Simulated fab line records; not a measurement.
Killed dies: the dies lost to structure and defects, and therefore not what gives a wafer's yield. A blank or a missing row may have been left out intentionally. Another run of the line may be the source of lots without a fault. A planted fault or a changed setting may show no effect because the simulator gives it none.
Struck lot and sound lot, side by side || flow gf180mcu || 15 steps out of a route of 602
Sound: the wafers L556.1, L556.2, L556.3. Wafers struck: L562.2, L562.3, L562.6. The cause is given at the end.
For every step that has rows: the tool of each side, followed by ch and its chambers, followed by its first start. Under that, the readings that differ: sound wafers || struck wafers || difference of the means || sigmas: that difference in standard deviations of wafers without a fault.
alike: same words and numbers on both sides, and readings whose means sit less than 2 such deviations apart. not compared: any withheld reading, any reading some wafer has no value for, any bound like >300 that may hide the same value, and any number with overlapping values for which the record gives no deviation.
Wherever a step has rows on one side only, a row that says differs or no value, or a row with sigmas, the two part there. Numbers that don't overlap but have no deviation are shown without sigmas and don't part them. Lack of a reading on every wafer of one side parts them only where that side has two or more wafers.

first, 1 step without rows for these wafers: GF_DUAL_GATE_WET_ETCH_12 (etches SiO2 in dHF, target depth 13 nm, time 260 s).
GF_DUAL_GATE_STRIP_13: strips in O2/N2.
  sound on plasma_asher-03 ch 0,1, day 9 19:20; struck on plasma_asher-03 ch 0,1, day 11 20:58
  alike: drypump_motor_current_A, heater_power_w, oes_product_au, strip_time_to_endpoint_s
  not compared: rf_hours_counter_h
then, 3 steps without rows for these wafers: GF_DUAL_GATE_CLEAN_14 (cleans in SC1/SC2, time 150 s); GF_DUAL_GATE_OXIDATION_15 (stabilise 600 s, purge 300 s, target thk 7.098 nm); GF_POLY_GATE_CVD_00 (deposits poly-Si, target thk 200 nm, time 1200 s).
GF_POLY_GATE_THK_MEAS_01:
  sound: film_metro-01 at day 9 22:53; struck: film_metro-02 at day 12 00:49
  alike: POLY_GATE_CVD_00_THK
then, 6 steps without rows for these wafers: GF_POLY_GATE_DEHYDRATE_02 (time 60 s); GF_POLY_GATE_HMDS_03 (prime time 60 s); GF_POLY_GATE_COAT_04; GF_POLY_GATE_COAT_05 (resist thk 700 nm); GF_POLY_GATE_SOFTBAKE_06 (time 60 s); GF_POLY_GATE_EXPOSE_07 (exposes mask Poly2, target cd 280 nm).
GF_POLY_GATE_PEB_08: peb time 90 s.
  sound on litho_track-04 ch 0, day 10 16:41; struck on litho_track-04 ch 0, day 12 19:55
{"reading": "heater_power_total_W (W)", "sound": "85.65 85.63 85.68", "struck": "87.16 87.35 87.42", "difference": "+1.66", "sigmas": "+21"}
  alike: chill_plate_temp_C
then, 1 step without rows for these wafers: GF_POLY_GATE_DEVELOP_09 (develop time 60 s).
-- record jumps: 20 days separate the struck wafers' starts on either side; left off in module POLY_GATE, taken up again in module PASSIVATION, whose first shown step is the route's number 602 --
GF_PASSIVATION_PROBE_99:
  only the struck wafers here have rows in the record (prober-02, day 32 10:43); the sound ones have none

WHERE THEY PART
Earliest at GF_POLY_GATE_PEB_08; latest, in this record, at GF_PASSIVATION_PROBE_99.

WHY: what had been put in by the simulator
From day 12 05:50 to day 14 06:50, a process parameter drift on litho_track-04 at GF_POLY_GATE_PEB_08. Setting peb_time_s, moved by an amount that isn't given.
